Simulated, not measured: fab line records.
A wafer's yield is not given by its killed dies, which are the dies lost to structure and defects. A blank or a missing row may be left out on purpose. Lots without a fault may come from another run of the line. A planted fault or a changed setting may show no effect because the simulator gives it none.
A struck lot beside a sound one || flow sky130 || 28 out of 708 route steps
Sound: the wafers L271.2, L271.3, L271.6. Struck: wafer L254.6 (left out: L254.1, L254.5 of the same lot, which were not struck); the cause appears at the end.
Order at every step that has rows: each side's tool, ch and its chambers, its first start. Under that, the readings that differ: sound wafers || struck wafers || difference of the means || sigmas: that difference in standard deviations of wafers without a fault.
alike: readings whose means differ by less than 2 such deviations, and words and numbers that are the same on both sides. not compared: withheld readings, readings that some wafer has no value for, bounds like >300 that may hide the same value, and numbers for which the record gives no deviation and whose values overlap.
A row with sigmas, a row that says differs or no value, or rows on one side alone: a step with any of these is where the two part. Numbers that don't overlap but have no deviation are shown without sigmas and don't part them. A reading missing from all wafers of one side parts the sides only when that side holds two or more wafers.

first, 6 steps without rows for these wafers: SKY_SD_N_IMPLANT_09; SKY_SD_N_IMPLANT_10; SKY_SD_N_STRIP_11 (strips in O2/N2); SKY_SD_N_CLEAN_13 (cleans in SC1/SC2, time 150 s); SKY_SD_N_RTA_14 (time 2 s); SKY_SALICIDE_CLEAN_00 (cleans in HF-last, time 30 s).
SKY_LI_CONTACT_HDPCVD_00: deposits PSG, target thk 930 nm, time 155 s.
  sound on hdpcvd-01 ch 1,2, day 35 06:38; struck on hdpcvd-02 ch 0, day 29 06:45
{"reading": "model.PSG_of_LI_CONTACT_HDPCVD_00.thkNm (nm)", "sound": "928 926.9 918.5", "struck": 411.6, "difference": -512.9, "sigmas": ""}
SKY_LI_CONTACT_THK_MEAS_01:
  sound on filmMetro-03 at day 35 06:44; struck on filmMetro-04 at day 29 06:51
{"reading": "LI_CONTACT_HDPCVD_THK (nm)", "sound": "928 927 918", "struck": 412, "difference": -512, "sigmas": -67}
SKY_LI_CONTACT_CMP_02: polishes PSG.
  sound on cmp-01 ch 0,1, day 35 06:47; struck on cmp-01 ch 1, day 29 06:55
{"reading": "timeToEndpointS (s)", "sound": "36.7 32.8 35.5", "struck": 17.4, "difference": -17.6, "sigmas": -7}
  alike: motorCurrentA
then, 9 steps without rows for these wafers: SKY_LI_CONTACT_DEHYDRATE_04 (time 60 s); SKY_LI_CONTACT_HMDS_05 (prime time 60 s); SKY_LI_CONTACT_COAT_06 (resist thk 60 nm); SKY_LI_CONTACT_COAT_07 (resist thk 450 nm); SKY_LI_CONTACT_SOFTBAKE_08 (time 90 s); SKY_LI_CONTACT_EXPOSE_09 (exposes mask LICM1, target cd 170 nm); SKY_LI_CONTACT_PEB_10; SKY_LI_CONTACT_DEVELOP_11 (develop time 60 s); SKY_LI_CONTACT_ETCH_14 (etches BARC in N2/H2, stops on SiO2, time 45.9 s, target depth 60 nm).
SKY_LI_CONTACT_ETCH_15: etches PSG in C4F8/O2/Ar, stops on Si, target depth 600 nm.
  sound on rieDiel-04 ch 0,2,3, day 36 09:07; struck on rieDiel-04 ch 2, day 30 11:38
{"reading": "oesProductAu (a.u.)", "sound": "0.838 0.841 0.838", "struck": 0.686, "difference": -0.153, "sigmas": -33}
{"reading": "model.LI_CONTACT.featureDepthNm (nm)", "sound": "598.7 598.5 598.6", "struck": 411.6, "difference": -187.0, "sigmas": ""}
{"reading": "model.etch.depthNm (nm)", "sound": "598.7 598.5 598.6", "struck": 411.6, "difference": -187.0, "sigmas": ""}
then, 6 steps without rows for these wafers: SKY_LI_CONTACT_STRIP_16 (strips in O2/N2); SKY_LI_CONTACT_CLEAN_17 (cleans in NMP, time 600 s); SKY_LI_CONTACT_PRE_CLEAN_18 (time 5.6 s); SKY_LI_CONTACT_SPUTTER_19 (material Ti, target thk 20 nm, time 106.37 s); SKY_LI_CONTACT_SPUTTER_20 (material TiN, target thk 20 nm, time 80 s); SKY_LI_CONTACT_CVD_21 (deposits W, target thk 400 nm, time 120.56 s).
SKY_LI_CONTACT_CMP_24: polishes, stops on PSG, t overpolish 20 s, target thk 0 nm.
  sound on cmp-02 ch 0,2, day 36 09:56; struck on cmp-02 ch 3, day 30 12:37
{"reading": "model.PSG_of_LI_CONTACT_HDPCVD_00.thkNm (nm)", "sound": "589.3 589 589.1", "struck": 402.1, "difference": -187.0, "sigmas": ""}
  alike: motorCurrentA, overpolishRunS, timeToEndpointS
then, 1 step without rows for these wafers: SKY_LOCAL_INTERCONNECT_SPUTTER_00 (material TiN, target thk 100 nm, time 83.3 s).
-- a jump in the record: the struck wafers' starts before and after are 16 days apart (it breaks off in module LOCAL_INTERCONNECT and resumes in module PAD_OPEN, where the first step shown is number 708 of the route) --
SKY_PAD_OPEN_PROBE_99:
  sound on prober-02 at day 50 19:14; struck on prober-01 at day 46 18:40
{"reading": "model.etest.capLiToPoly.cAfUm2", "sound": "98.37 100 98.46", "struck": 207.9, "difference": "+109.0", "sigmas": ""}
{"reading": "model.etest.liconPdiff.rcOhm", "sound": "582.6 585 599.4", "struck": 510.5, "difference": -78.5, "sigmas": ""}
{"reading": "model.etest.nfetG5v0d10v5.rOnOhmUm", "sound": "1883 1880 1861", "struck": 1845, "difference": -30, "sigmas": ""}
{"reading": "model.etest.liconHighPo.rcOhm", "sound": "347 343.7 347.3", "struck": 306.6, "difference": -39.4, "sigmas": ""}
{"reading": "model.etest.liconNdiff.rcOhm", "sound": "184.2 177.2 176.7", "struck": 145.2, "difference": -34.2, "sigmas": ""}
{"reading": "model.etest.nfet_01v8.rOnOhmUm", "sound": "823.8 824 793.6", "struck": 791.8, "difference": -22.0, "sigmas": ""}
{"reading": "model.etest.sonosUncharged.rOnOhmUm", "sound": "822.6 809.2 810.8", "struck": 779.9, "difference": -34.3, "sigmas": ""}
{"reading": "model.etest.liconPoly.rcOhm", "sound": "152.5 150.3 150.9", "struck": 127.9, "difference": -23.3, "sigmas": ""}
  alike: killed_at_M0_to_M3, killed_at_M4_up, killedAtContacts, killedAtFrontEnd, killedAtOther, killedDies, killedOpen, killedShort

== WHERE THEY PART ==
First at SKY_LI_CONTACT_THK_MEAS_01; last, within this record, at SKY_LI_CONTACT_ETCH_15. Later steps at which nothing parts them and some readings are alike: SKY_LI_CONTACT_CMP_24, SKY_PAD_OPEN_PROBE_99.

WHY: whatever the simulator had introduced
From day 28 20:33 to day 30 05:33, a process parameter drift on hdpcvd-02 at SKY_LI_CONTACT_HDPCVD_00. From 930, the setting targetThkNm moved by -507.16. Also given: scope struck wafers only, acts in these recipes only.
